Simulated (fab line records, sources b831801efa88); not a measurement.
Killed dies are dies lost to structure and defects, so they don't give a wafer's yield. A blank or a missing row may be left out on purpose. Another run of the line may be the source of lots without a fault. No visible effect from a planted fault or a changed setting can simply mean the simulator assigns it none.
Matching of chambers -- flow sky130 -- rie-diel-01 running SKY_METAL3_ETCH_17: 4 sister chambers
The step etches SiO2 in C4F8/O2/Ar, stops on TiN, time 3.9 s, target depth 15 nm. 7 wafers are shown with their chamber, then 7 later ones without.

## WAFERS, EACH WITH ITS CHAMBER
wafer,chamber,oes-product-au (a.u.)
L076.5,1,0.747
L079.2,3,0.755
L080.1,3,0.747
L080.3,2,0.756
L080.4,0,0.739
L085.3,0,0.759
L085.5,2,0.754

## WAFERS WHOSE CHAMBER IS MISSING
wafer,oes-product-au (a.u.)
L085.6,0.743
L086.1,0.758
L086.2,0.761
L086.4,0.768
L092.1,0.753
L092.3,0.753
L092.5,0.769

## CHAMBER TAKEN BY EACH
wafer,from the rows above,in truth
L085.6,can't be placed: 1 or 0 or 3 or 2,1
L086.1,can't be placed: 2 or 3 or 0 or 1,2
L086.2,can't be placed: 2 or 3 or 0 or 1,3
L086.4,can't be placed: 2 or 3 or 0 or 1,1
L092.1,can't be placed: 2 or 3 or 0 or 1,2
L092.3,can't be placed: 2 or 3 or 0 or 1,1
L092.5,can't be placed: 2 or 3 or 0 or 1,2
0 of 7 placed correctly. Unplaceable from these rows: 7, with the true chamber sitting among the candidates in 7. Wrongly placed: 0.
How it was worked out, from the rows above alone: a wafer's distance from a chamber is the root of the sum, over the readings, of the square of ((its reading less the chamber's mean) divided by the reading's scatter). If the next closest chamber is less than 2 further off than the closest, the wafer can't be placed; otherwise it belongs to the closest. Each chamber's mean is taken over the wafers shown for it. The scatter is the square root of a quotient: the sum, over the shown wafers, of each reading's squared deviation from its chamber's mean, divided by wafers minus chambers.
